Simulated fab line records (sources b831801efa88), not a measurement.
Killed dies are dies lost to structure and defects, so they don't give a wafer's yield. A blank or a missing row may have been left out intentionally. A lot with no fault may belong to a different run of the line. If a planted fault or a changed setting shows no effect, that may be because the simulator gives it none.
Matching of chambers	flow gf180mcu	GF_V4_CMP_26 on cmp-02: 4 sister chambers
The step polishes, stops on SiO2, t overpolish 15 s, target thk 0 nm. 4 wafers are shown with their chamber, then 8 later ones without.

WAFERS, EACH WITH ITS CHAMBER
wafer	chamber	time-to-endpoint-s (s)
L245.3	3	80
L251.3	2	88
L251.4	0	93
L253.2	1	88

WAFERS WITH NO CHAMBER GIVEN
wafer	time-to-endpoint-s (s)
L253.3	83
L253.4	85
L257.1	89
L257.4	86
L257.5	87
L261.1	85
L261.3	83
L261.4	89

EACH ONE'S CHAMBER
wafer	from the rows above	in truth
L253.3	can't be placed: 3 or 1 or 2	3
L253.4	can't be placed: 1 or 2 or 3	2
L257.1	can't be placed: 1 or 2 or 0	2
L257.4	can't be placed: 1 or 2 or 3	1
L257.5	can't be placed: 1 or 2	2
L261.1	can't be placed: 1 or 2 or 3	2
L261.3	can't be placed: 3 or 1 or 2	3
L261.4	can't be placed: 1 or 2 or 0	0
0 of 8 placed correctly. Cannot be placed on the basis of these rows: 8; the candidates contain the true chamber in 8. Number placed wrongly: 0.
How it was worked out, from the rows above alone: a wafer's distance from a chamber is the root of the sum, over the readings, of the square of ((its reading less the chamber's mean) divided by the reading's scatter). The wafer belongs to the nearest chamber; if the next one is less than 2 further off, it can't be placed. The mean given for a chamber averages the wafers shown for that chamber. The scatter: root of mean squared gap, hidden wafer to nearest shown wafer, with one shown wafer a chamber.
